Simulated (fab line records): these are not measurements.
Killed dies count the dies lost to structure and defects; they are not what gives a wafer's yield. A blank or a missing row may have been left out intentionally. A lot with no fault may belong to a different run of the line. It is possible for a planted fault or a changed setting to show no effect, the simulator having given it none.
What tool caused it? / flow sky130 / 24 lots with 72 wafers sampled at 4 steps, on a route of 708 steps

== WHAT THE GAUGES READ, wafer by wafer ==
SKY_VIA1_OVL_MEAS_13.
lot=L074; measured=day 33 23:48; on=overlay-01; VIA1_OVL (nm)=-3 6 0
lot=L075; measured=day 34 04:34; on=overlay-01; VIA1_OVL (nm)=-5 0 -9
lot=L076; measured=day 34 12:38; on=overlay-01; VIA1_OVL (nm)=-11 -6 -8
lot=L077; measured=day 35 00:37; on=overlay-02; VIA1_OVL (nm)=-14 -16 -7
lot=L078; measured=day 35 07:29; on=overlay-01; VIA1_OVL (nm)=-1 -1 -4
lot=L079; measured=day 35 22:00; on=overlay-01; VIA1_OVL (nm)=-4 -1 1
lot=L080; measured=day 36 11:02; on=overlay-02; VIA1_OVL (nm)=-5 -1 -7
lot=L081; measured=day 36 12:41; on=overlay-02; VIA1_OVL (nm)=-6 -3 2
lot=L083; measured=day 36 23:43; on=overlay-02; VIA1_OVL (nm)=-6 -3 -4
lot=L082; measured=day 37 06:06; on=overlay-01; VIA1_OVL (nm)=3 6 -7
lot=L084; measured=day 37 06:26; on=overlay-02; VIA1_OVL (nm)=-6 0 -7
lot=L086; measured=day 37 21:20; on=overlay-01; VIA1_OVL (nm)=0 5 1
lot=L085; measured=day 38 04:15; on=overlay-02; VIA1_OVL (nm)=14 -2 3
lot=L087; measured=day 38 15:00; on=overlay-02; VIA1_OVL (nm)=-13 1 -4
lot=L088; measured=day 38 20:15; on=overlay-02; VIA1_OVL (nm)=4 -4 -4
lot=L089; measured=day 38 23:28; on=overlay-01; VIA1_OVL (nm)=-13 -9 -12
lot=L090; measured=day 39 05:05; on=overlay-02; VIA1_OVL (nm)=-6 -11 -9
lot=L091; measured=day 39 08:51; on=overlay-01; VIA1_OVL (nm)=4 1 2
lot=L092; measured=day 39 19:41; on=overlay-02; VIA1_OVL (nm)=-12 -8 -7
lot=L093; measured=day 40 04:32; on=overlay-01; VIA1_OVL (nm)=12 4 5
lot=L094; measured=day 40 07:41; on=overlay-01; VIA1_OVL (nm)=0 3 -8
lot=L095; measured=day 40 22:23; on=overlay-01; VIA1_OVL (nm)=-3 -2 -4
lot=L097; measured=day 41 13:19; on=overlay-01; VIA1_OVL (nm)=6 10 0
lot=L096; measured=day 41 13:59; on=overlay-02; VIA1_OVL (nm)=-8 1 -3

SKY_VIA1_THK_MEAS_23: measures by xrf.
lot=L074; measured=day 34 00:49; on=film metro-01; VIA1_W_THK (nm)=283 277 274
lot=L075; measured=day 34 05:35; on=film metro-01; VIA1_W_THK (nm)=278 277 276
lot=L076; measured=day 34 13:37; on=film metro-01; VIA1_W_THK (nm)=274 274 280
lot=L077; measured=day 35 01:43; on=film metro-03; VIA1_W_THK (nm)=267 275 272
lot=L078; measured=day 35 08:37; on=film metro-01; VIA1_W_THK (nm)=272 277 276
lot=L079; measured=day 35 23:00; on=film metro-04; VIA1_W_THK (nm)=276 276 282
lot=L080; measured=day 36 12:04; on=film metro-04; VIA1_W_THK (nm)=274 271 269
lot=L081; measured=day 36 13:41; on=film metro-04; VIA1_W_THK (nm)=271 280 273
lot=L083; measured=day 37 00:44; on=film metro-04; VIA1_W_THK (nm)=281 270 278
lot=L082; measured=day 37 07:05; on=film metro-03; VIA1_W_THK (nm)=272 273 276
lot=L084; measured=day 37 07:26; on=film metro-01; VIA1_W_THK (nm)=280 282 271
lot=L086; measured=day 37 22:20; on=film metro-01; VIA1_W_THK (nm)=272 280 277
lot=L085; measured=day 38 05:14; on=film metro-04; VIA1_W_THK (nm)=273 274 275
lot=L087; measured=day 38 15:59; on=film metro-04; VIA1_W_THK (nm)=264 262 264
lot=L088; measured=day 38 21:15; on=film metro-04; VIA1_W_THK (nm)=262 273 275
lot=L089; measured=day 39 00:29; on=film metro-04; VIA1_W_THK (nm)=272 269 268
lot=L090; measured=day 39 06:05; on=film metro-03; VIA1_W_THK (nm)=276 268 274
lot=L091; measured=day 39 09:50; on=film metro-01; VIA1_W_THK (nm)=275 272 277
lot=L092; measured=day 39 21:02; on=film metro-01; VIA1_W_THK (nm)=273 272 273
lot=L093; measured=day 40 05:32; on=film metro-03; VIA1_W_THK (nm)=277 272 271
lot=L094; measured=day 40 08:44; on=film metro-03; VIA1_W_THK (nm)=270 278 266
lot=L095; measured=day 40 23:23; on=film metro-03; VIA1_W_THK (nm)=271 273 273
lot=L097; measured=day 41 14:18; on=film metro-03; VIA1_W_THK (nm)=277 266 267
lot=L096; measured=day 41 14:59; on=film metro-03; VIA1_W_THK (nm)=268 271 267

SKY_CAPM_THK_MEAS_01.
lot=L074; measured=day 36 09:16; on=film metro-02; CAPM_CVD_00_THK (nm)=15.08 15.31 15.56
lot=L075; measured=day 36 14:04; on=film metro-02; CAPM_CVD_00_THK (nm)=15.51 15.21 15.57
lot=L076; measured=day 36 22:37; on=film metro-03; CAPM_CVD_00_THK (nm)=15.28 15.50 15.31
lot=L077; measured=day 37 09:38; on=film metro-02; CAPM_CVD_00_THK (nm)=15.52 16.06 15.36
lot=L078; measured=day 37 17:35; on=film metro-02; CAPM_CVD_00_THK (nm)=15.68 15.31 15.72
lot=L079; measured=day 38 07:04; on=film metro-02; CAPM_CVD_00_THK (nm)=15.16 15.99 15.63
lot=L080; measured=day 38 20:23; on=film metro-03; CAPM_CVD_00_THK (nm)=15.91 15.49 15.96
lot=L081; measured=day 38 21:20; on=film metro-03; CAPM_CVD_00_THK (nm)=15.40 15.47 15.63
lot=L083; measured=day 39 07:43; on=film metro-02; CAPM_CVD_00_THK (nm)=14.98 15.26 15.72
lot=L082; measured=day 39 13:55; on=film metro-04; CAPM_CVD_00_THK (nm)=15.78 15.66 15.62
lot=L084; measured=day 39 15:04; on=film metro-02; CAPM_CVD_00_THK (nm)=15.78 15.93 15.47
lot=L086; measured=day 40 05:40; on=film metro-02; CAPM_CVD_00_THK (nm)=15.43 15.58 16.09
lot=L085; measured=day 40 10:41; on=film metro-03; CAPM_CVD_00_THK (nm)=15.37 15.67 15.96
lot=L087; measured=day 40 21:13; on=film metro-02; CAPM_CVD_00_THK (nm)=15.58 15.59 15.83
lot=L088; measured=day 41 02:31; on=film metro-02; CAPM_CVD_00_THK (nm)=15.56 15.91 16.07
lot=L089; measured=day 41 06:22; on=film metro-04; CAPM_CVD_00_THK (nm)=15.42 15.83 15.66
lot=L090; measured=day 41 11:07; on=film metro-04; CAPM_CVD_00_THK (nm)=15.77 15.45 15.99
lot=L091; measured=day 41 14:43; on=film metro-04; CAPM_CVD_00_THK (nm)=15.74 15.20 15.74
lot=L092; measured=day 42 00:46; on=film metro-03; CAPM_CVD_00_THK (nm)=15.19 16.05 15.52
lot=L093; measured=day 42 09:07; on=film metro-04; CAPM_CVD_00_THK (nm)=15.64 15.22 15.10
lot=L094; measured=day 42 12:56; on=film metro-02; CAPM_CVD_00_THK (nm)=15.19 15.47 15.53
lot=L095; measured=day 43 02:32; on=film metro-03; CAPM_CVD_00_THK (nm)=15.32 15.63 15.51
lot=L097; measured=day 43 16:37; on=film metro-02; CAPM_CVD_00_THK (nm)=15.57 15.80 15.87
lot=L096; measured=day 43 17:33; on=film metro-02; CAPM_CVD_00_THK (nm)=15.73 15.72 15.64

SKY_VIA3_THK_MEAS_23: measures by xrf.
lot=L074; measured=day 39 18:25; on=film metro-03; VIA3_W_THK (nm)=380 385 384
lot=L075; measured=day 39 22:10; on=film metro-04; VIA3_W_THK (nm)=386 394 391
lot=L076; measured=day 40 06:41; on=film metro-04; VIA3_W_THK (nm)=398 396 397
lot=L077; measured=day 40 17:44; on=film metro-03; VIA3_W_THK (nm)=398 395 392
lot=L078; measured=day 40 23:52; on=film metro-01; VIA3_W_THK (nm)=400 400 396
lot=L079; measured=day 41 11:22; on=film metro-04; VIA3_W_THK (nm)=386 385 379
lot=L080; measured=day 42 02:05; on=film metro-04; VIA3_W_THK (nm)=391 391 397
lot=L081; measured=day 42 02:14; on=film metro-01; VIA3_W_THK (nm)=405 402 395
lot=L083; measured=day 42 12:04; on=film metro-01; VIA3_W_THK (nm)=392 397 389
lot=L082; measured=day 42 18:11; on=film metro-04; VIA3_W_THK (nm)=393 395 399
lot=L084; measured=day 42 19:25; on=film metro-04; VIA3_W_THK (nm)=401 389 391
lot=L086; measured=day 43 08:29; on=film metro-04; VIA3_W_THK (nm)=390 387 395
lot=L085; measured=day 43 13:26; on=film metro-03; VIA3_W_THK (nm)=391 391 390
lot=L087; measured=day 43 23:20; on=film metro-01; VIA3_W_THK (nm)=383 395 393
lot=L088; measured=day 44 04:22; on=film metro-04; VIA3_W_THK (nm)=394 388 399
lot=L089; measured=day 44 08:30; on=film metro-01; VIA3_W_THK (nm)=394 400 397
lot=L090; measured=day 44 12:35; on=film metro-04; VIA3_W_THK (nm)=396 388 399
lot=L091; measured=day 44 15:25; on=film metro-03; VIA3_W_THK (nm)=386 394 386
lot=L092; measured=day 45 00:14; on=film metro-03; VIA3_W_THK (nm)=388 385 382
lot=L093; measured=day 45 08:49; on=film metro-03; VIA3_W_THK (nm)=383 385 386
lot=L094; measured=day 45 11:50; on=film metro-01; VIA3_W_THK (nm)=402 395 401
lot=L095; measured=day 46 00:01; on=film metro-01; VIA3_W_THK (nm)=403 405 402
lot=L097; measured=day 46 12:25; on=film metro-04; VIA3_W_THK (nm)=391 388 396
lot=L096; measured=day 46 13:05; on=film metro-03; VIA3_W_THK (nm)=387 385 383

== WHAT TOOL EACH LOT RAN ON (gives the tool, then ch and the chambers of the sampled wafers, and finally the start) ==
The record holds no process step before these readings.

== WHAT THE TOOLS THEMSELVES READ (means of the sampled wafers that have a number; where no wafer has one, the mark that the record gives instead) ==
The record holds no such reading with a usual standard deviation.

== THE ANSWER, worked out from the rows above alone ==
Rule: the usual values come from the lots themselves. The widest of any qualifying gaps counts: lots, ordered by their means at a reading, are off when they make up no more than a third of the lots, leave a main group of 4 or more, and stand apart from it by 3 or more times the standard deviation of that group's means. If all means in a main group match to the digits the tables above print for the reading, that group is not used. Also off: a lot with no number at a reading for which 4 or more lots have one. The other lots that the step has rows for count as sound. First the gauges in route order, then the tools' own readings, where a lot's mean is used as printed above. The first step at which some lot is off is used, and at that step the reading that is off furthest; a lot without a number counts as furthest.
No lot is off at any reading shown: from this, nothing can be told.

== WHAT THE SIMULATOR PUT IN ==
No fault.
